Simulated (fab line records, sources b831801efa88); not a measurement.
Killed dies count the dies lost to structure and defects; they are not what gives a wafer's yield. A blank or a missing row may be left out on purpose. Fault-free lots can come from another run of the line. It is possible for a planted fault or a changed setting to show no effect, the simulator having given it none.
A lot that was struck, set against a sound lot | flow sky130 | 16 steps out of a route of 708
Sound: these wafers, L704.1, L704.3, L704.4. Struck: wafers L717.3, L717.5. (L717.1 of the same lot was not struck and is left out.) The cause comes at the end.
At each step with rows: each side's tool, then ch and its chambers, then its first start. Under that, the readings that differ: sound wafers | struck wafers | difference of the means | sigmas: that difference in standard deviations of wafers without a fault.
alike: a reading whose means differ by less than 2 such deviations, as well as words and numbers matching on both sides. not compared: withheld readings; readings where some wafer has no value; bounds like >300 that might hide an equal value; numbers whose values overlap and for which the record gives no deviation.
A row with sigmas, a row that says differs or no value, or rows on one side alone: a step with any of these is where the two part. When numbers do not overlap yet have no deviation, they are printed without sigmas and do not part them. Lack of a reading on every wafer of one side parts them only where that side has two or more wafers.

SKY_VIA2_CMP_02: polishes SiO2.
  sound on cmp-02 ch 0,2,3, day 37 22:43; struck on cmp-02 ch 2, day 42 21:08
  alike: motor_current_A
SKY_VIA2_BOW_MEAS_03:
  sound on film_metro-03, day 37 23:01; struck on film_metro-04, day 42 21:26
  alike: VIA2_BOW
then, 8 steps without rows for these wafers: SKY_VIA2_DEHYDRATE_04 (time 60 s); SKY_VIA2_HMDS_05 (prime time 60 s); SKY_VIA2_COAT_06 (resist thk 60 nm); SKY_VIA2_COAT_07 (resist thk 450 nm); SKY_VIA2_SOFTBAKE_08 (time 90 s); SKY_VIA2_EXPOSE_09 (exposes mask VIM2, target cd 200 nm); SKY_VIA2_PEB_10; SKY_VIA2_DEVELOP_11 (develop time 60 s).
SKY_VIA2_CD_MEAS_12: the cd target is 200 nm.
  sound on cd_sem-01, day 39 00:16; struck on cd_sem-01, day 43 20:37
  alike: cd_nm
SKY_VIA2_OVL_MEAS_13:
  sound on overlay-01, day 39 00:23; struck on overlay-02, day 43 20:44
  alike: VIA2_OVL
SKY_VIA2_ETCH_14: etches BARC in N2/H2, stops on SiO2, time 45.9 s, target depth 60 nm.
  sound on rie_diel-02 ch 1,2,3, day 39 00:25; struck on rie_diel-02 ch 1, day 43 20:46
  reading                                     | sound             | struck      | difference | sigmas
  rf_fwd_power_W (W)                          | 494.7 491.3 494.6 | 574.2 572.9 | +80.0      | +44
  model.KrF-thick_of_VIA2_COAT_07.thk_nm (nm) | 393.8 395.3 394   | 385.9 386.8 | -8.0       |
  alike: chamber_pressure_mTorr, drypump_motor_current_A, oes_product_au, throttle_valve_pct
  not compared: rf_hours_counter_h
SKY_VIA2_ETCH_15: etches SiO2 in C4F8/O2/Ar, stops on TiN, target depth 546 nm, time 84 s.
  sound on rie_diel-02 ch 1,2,3, day 39 00:28; struck on rie_diel-02 ch 1, day 43 20:49
  reading                                     | sound             | struck      | difference | sigmas
  model.KrF-thick_of_VIA2_COAT_07.thk_nm (nm) | 286.8 291.7 286.3 | 279.9 280.8 | -7.9       |
  alike: chamber_pressure_mTorr, oes_product_au, rf_fwd_power_W
  not compared: rf_hours_counter_h
SKY_VIA2_STRIP_16: strips in O2/N2.
  sound on plasma_asher-04 ch 0,1, day 39 00:32; struck on plasma_asher-04 ch 0, day 43 20:53
  alike: chamber_pressure_mTorr, drypump_motor_current_A, oes_product_au, strip_time_to_endpoint_s
  not compared: rf_hours_counter_h
-- the record jumps here: 8 days lie between the struck wafers' starts before and after (it left off in module VIA2 and takes up again in module PAD_OPEN, whose first step shown is number 708 of the route) --
SKY_PAD_OPEN_PROBE_99:
  sound on prober-01, day 47 22:32; struck on prober-01, day 51 09:24
  alike: defect_limited_yield, killed_at_M0_to_M3, killed_at_M4_up, killed_at_contacts, killed_at_front_end, killed_at_other, killed_dies, killed_open, killed_short

WHERE THEY PART
Only at SKY_VIA2_ETCH_14, within this record. Later steps at which nothing parts them and some readings are alike: SKY_VIA2_ETCH_15, SKY_VIA2_STRIP_16, SKY_PAD_OPEN_PROBE_99.

WHY: the cause the simulator had injected
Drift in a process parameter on rie_diel-02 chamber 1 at SKY_VIA2_ETCH_14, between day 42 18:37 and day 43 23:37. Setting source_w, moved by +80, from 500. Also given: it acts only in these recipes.
